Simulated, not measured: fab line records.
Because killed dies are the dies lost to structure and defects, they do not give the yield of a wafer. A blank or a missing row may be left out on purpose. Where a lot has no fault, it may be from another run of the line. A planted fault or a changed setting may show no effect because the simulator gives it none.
Tool commonality check ; flow sky130 ; Lots sampled 11, wafers sampled 39

== WHY THIS WAS OPENED ==
2 of 11 lots carry a flag on the reading NWELL_TW at SKY_NWELL_TW_MEAS_15. No-fault wafers: 1834, standard deviation 9.1.
Rule: flag the lot when none of its wafers has a number, or when each of its wafers that has one lies beyond 4 standard deviations from that mean. As for the other lots, they are considered sound.

lot;measured;on;NWELL_TW, wafer by wafer;flag
L392;day 4 19:47;film_metro-04;1832 1838 1839;
L399;day 6 13:58;film_metro-03;30 30 31 30 30 30;FLAGGED
L400;day 6 19:41;film_metro-03;30 30 30 30 30 30;FLAGGED
L406;day 8 07:56;film_metro-02;1835 1837 1825;
L407;day 8 14:56;film_metro-02;1822 1823 1832;
L408;day 8 19:44;film_metro-04;1840 1831 1834;
L409;day 9 01:59;film_metro-03;1845 1840 1844;
L410;day 9 05:18;film_metro-03;1838 1828 1847;
L411;day 9 11:34;film_metro-04;1840 1844 1857;
L413;day 9 22:35;film_metro-03;1840 1840 1825;
L414;day 10 12:08;film_metro-04;1826 1833 1822;
Flagged lots average 30: -1804 relative to the usual, that is -99 or more standard deviations.

== WHICH TOOL RAN EACH LOT ==
Before the reading, the record contains 2 process steps out of a 708-step route. In each cell: the tool, then ch and the chambers that the sampled wafers went through, then the start.
lot;flag;SKY_PWDE_STRIP_09;SKY_NWELL_STRIP_14
L392;;plasma_asher-02 ch 0,1, day 4 02:16;plasma_asher-04 ch 0,1, day 4 19:41
L399;FLAGGED;plasma_asher-02 ch 1, day 5 18:11;plasma_asher-04 ch 0,1, day 6 13:52
L400;FLAGGED;plasma_asher-03 ch 0,1, day 6 00:14;plasma_asher-03 ch 1, day 6 19:35
L406;;plasma_asher-01 ch 0,1, day 7 10:52;plasma_asher-01 ch 0,1, day 8 07:50
L407;;plasma_asher-01 ch 0,1, day 7 17:13;plasma_asher-03 ch 0,1, day 8 14:50
L408;;plasma_asher-03 ch 0, day 7 22:08;plasma_asher-04 ch 0,1, day 8 19:37
L409;;plasma_asher-02 ch 1, day 8 03:19;plasma_asher-04 ch 0,1, day 9 01:53
L410;;plasma_asher-02 ch 0,1, day 8 07:13;plasma_asher-01 ch 0,1, day 9 05:13
L411;;plasma_asher-02 ch 0,1, day 8 13:41;plasma_asher-01 ch 0,1, day 9 11:28
L413;;plasma_asher-02 ch 0,1, day 9 00:13;plasma_asher-03 ch 0, day 9 22:28
L414;;plasma_asher-02 ch 0,1, day 9 09:23;plasma_asher-01 ch 0,1, day 10 12:02
What these steps do:
- SKY_PWDE_STRIP_09: strips in O2/N2.
- SKY_NWELL_STRIP_14: strips in O2/N2.
- SKY_NWELL_TW_MEAS_15

== FLAGGED AGAINST TOTAL, ONE TOOL AT A TIME (gauges that did the reading follow at the end) ==
step;tool;lots run;flagged;share of the flagged lots;sound lots run after its first flagged lot
SKY_PWDE_STRIP_09;plasma_asher-01;2;0;none;-
SKY_PWDE_STRIP_09;plasma_asher-02;7;1;some;5 (L409,L410,L411,L413,L414)
SKY_PWDE_STRIP_09;plasma_asher-03;2;1;some;1 (L408)
SKY_NWELL_STRIP_14;plasma_asher-01;4;0;none;-
SKY_NWELL_STRIP_14;plasma_asher-03;3;1;some;2 (L407,L413)
SKY_NWELL_STRIP_14;plasma_asher-04;4;1;some;2 (L408,L409)
SKY_NWELL_TW_MEAS_15;film_metro-02;2;0;none;-
SKY_NWELL_TW_MEAS_15;film_metro-03;5;2;all;3 (L409,L410,L413)
SKY_NWELL_TW_MEAS_15;film_metro-04;4;0;none;-

== WHAT THE TABLE ALLOWS ==
All flagged lots share 1 row of the table, namely film_metro-03 at SKY_NWELL_TW_MEAS_15.
- film_metro-03 at SKY_NWELL_TW_MEAS_15: 2 of its 5 lots flagged. Sound lots followed the first flagged one (L409, L410, L413) on it, something a lasting fault affecting the whole tool could not allow.
No row of the table ran every flagged lot and no sound lot after the first.

== WHAT WAS PUT IN BY THE SIMULATOR ==
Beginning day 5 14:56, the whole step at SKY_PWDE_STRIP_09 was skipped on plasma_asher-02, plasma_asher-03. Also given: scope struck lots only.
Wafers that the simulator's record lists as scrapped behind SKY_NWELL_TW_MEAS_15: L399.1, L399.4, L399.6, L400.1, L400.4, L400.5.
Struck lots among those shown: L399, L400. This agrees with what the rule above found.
